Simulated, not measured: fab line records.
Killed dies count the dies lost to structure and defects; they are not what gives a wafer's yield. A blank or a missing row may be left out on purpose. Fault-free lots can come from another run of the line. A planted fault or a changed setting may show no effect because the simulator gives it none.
Which tool was responsible?	flow sky130	13 lots with 39 wafers sampled at 3 steps, on a route of 708 steps

## WHAT EACH GAUGE READ, for each wafer
SKY_FIELD_ISO_THK_MEAS_23. Usual: for FIELD_ISO_OXIDATION_01_THK the level is 10.01 nm and the standard deviation is 0.24.
lot	measured	on	FIELD_ISO_OXIDATION_01_THK (nm)	flag
L904	day 2 10:55	film-metro-04	10.06 9.98 10.20	
L906	day 2 19:24	film-metro-01	10.12 10.12 10.38	
L909	day 3 09:48	film-metro-03	10.00 10.18 10.00	
L910	day 3 14:44	film-metro-01	10.15 10.04 10.29	
L911	day 3 20:34	film-metro-03	10.28 10.15 10.11	
L913	day 4 04:50	film-metro-04	10.00 10.13 10.20	
L915	day 4 14:28	film-metro-01	10.66 10.67 10.48	
L917	day 5 13:22	film-metro-04	10.14 10.15 10.05	
L919	day 5 20:10	film-metro-03	10.26 10.30 10.19	
L923	day 6 08:47	film-metro-01	10.07 10.11 9.98	
L925	day 6 20:13	film-metro-03	9.99 10.03 10.11	
L926	day 7 03:37	film-metro-01	10.10 10.03 10.01	
L927	day 7 07:32	film-metro-03	10.16 10.15 10.22	

SKY_PWDE_OVL_MEAS_07. Usual: for PWDE_OVL the level is -1.2 nm and the standard deviation is 1.5.
lot	measured	on	PWDE_OVL (nm)	flag
L904	day 4 00:52	overlay-02	-0.3 -1.0 0.2	
L906	day 4 10:02	overlay-01	1.0 0.7 -1.3	
L909	day 4 22:46	overlay-02	-1.6 -1.0 -3.3	
L910	day 5 01:58	overlay-01	0.7 -0.8 0.6	
L911	day 6 00:52	overlay-01	0.3 0.7 -1.5	
L913	day 6 01:34	overlay-01	-1.5 -0.7 -2.3	
L915	day 6 10:44	overlay-01	-1.6 -2.7 -0.3	
L917	day 7 09:16	overlay-02	-3.5 -2.3 -1.8	
L919	day 7 18:20	overlay-02	-2.1 -1.6 -2.7	
L923	day 8 05:10	overlay-02	-0.1 -3.0 -1.0	
L925	day 8 19:43	overlay-01	-0.9 0.4 -1.8	
L926	day 9 01:31	overlay-02	-3.6 -1.8 -2.2	
L927	day 9 06:13	overlay-02	0.0 0.3 -1.6	

## WHICH TOOL RAN EACH LOT (tool, then ch and the chambers of the sampled wafers, then the start)
lot	SKY_DNWELL_STRIP_08
L904	plasma-asher-03 ch 0,1, day 3 08:53
L906	plasma-asher-02 ch 0,1, day 3 17:52
L909	plasma-asher-02 ch 0,1, day 4 08:37
L910	plasma-asher-01 ch 0,1, day 4 11:15
L911	plasma-asher-01 ch 0,1, day 5 07:19
L913	plasma-asher-01 ch 0, day 5 08:28
L915	plasma-asher-03 ch 0,1, day 5 17:45
L917	plasma-asher-01 ch 0,1, day 6 14:26
L919	plasma-asher-03 ch 0,1, day 6 22:04
L923	plasma-asher-03 ch 0,1, day 7 08:46
L925	plasma-asher-02 ch 0,1, day 7 22:16
L926	plasma-asher-03 ch 0,1, day 8 04:49
L927	plasma-asher-02 ch 0,1, day 8 08:52
- SKY_DNWELL_STRIP_08: strips in O2/N2.

## WHAT THE TOOLS THEMSELVES READ (means of the sampled wafers that have a number; where no wafer has one, the mark that the record gives instead)
SKY_DNWELL_STRIP_08. Usual: drypump-motor-current-A 6.0 A, standard deviation 0.31; n2-flow-sccm 300.0 sccm, standard deviation 0.8; oes-product-au 0.722 a.u., standard deviation 0.005; strip-time-to-endpoint-s 36.91 s, standard deviation 0.095.
lot	tool	drypump-motor-current-A (A)	n2-flow-sccm (sccm)	oes-product-au (a.u.)	strip-time-to-endpoint-s (s)	flag
L904	plasma-asher-03	6.1	300.7	0.721	36.94	
L906	plasma-asher-02	5.7	300.1	0.725	36.98	
L909	plasma-asher-02	5.7	299.5	0.719	36.95	
L910	plasma-asher-01	6.1	300.4	0.720	36.77	
L911	plasma-asher-01	6.1	300.3	0.722	36.87	
L913	plasma-asher-01	6.4	299.6	0.724	36.87	
L915	plasma-asher-03	6.3	299.5	0.725	36.93	
L917	plasma-asher-01	6.2	319.6	0.727	36.91	OFF
L919	plasma-asher-03	6.1	300.3	0.727	36.79	
L923	plasma-asher-03	6.3	300.5	0.724	36.93	
L925	plasma-asher-02	5.7	300.5	0.718	36.98	
L926	plasma-asher-03	6.3	299.9	0.721	36.85	
L927	plasma-asher-02	5.8	299.0	0.724	37.01	

## THE ANSWER, worked out from the rows above alone
Rule: lot off if the mean of its wafers having a number is beyond 3 standard deviations from the usual mean. A lot without any number at a reading at which 4 lots or more have one is off too. The other lots that the step has rows for count as sound. First the gauges in route order, then the tools' own readings, where a lot's mean is used as printed above. The first step at which some lot is off is used, and at that step the reading that is off furthest; a lot without a number counts as furthest.
Off: L917 (SKY_DNWELL_STRIP_08, n2-flow-sccm).
If a tool, at that step or one of the process steps before it, ran each lot that is off and ran no sound lot following the first of them, it fits. One fits: SKY_DNWELL_STRIP_08 on plasma-asher-01. Its last sound lot is L913 (day 5 08:28), its first lot that is off L917 (day 6 14:26): a fault that began between those two fits.
The tool's own readings at SKY_DNWELL_STRIP_08 bear it out: on the lots that are off they differ by more than 5 times the standard deviation of the sound lots' means. n2-flow-sccm reads 319.6 sccm there against 300.0 sccm on the sound lots.

## WHAT THE SIMULATOR HAD PUT IN
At SKY_DNWELL_STRIP_08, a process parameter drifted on plasma-asher-01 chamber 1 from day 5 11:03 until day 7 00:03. The setting n2-flow-sccm was moved by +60, starting from 300. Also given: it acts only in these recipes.
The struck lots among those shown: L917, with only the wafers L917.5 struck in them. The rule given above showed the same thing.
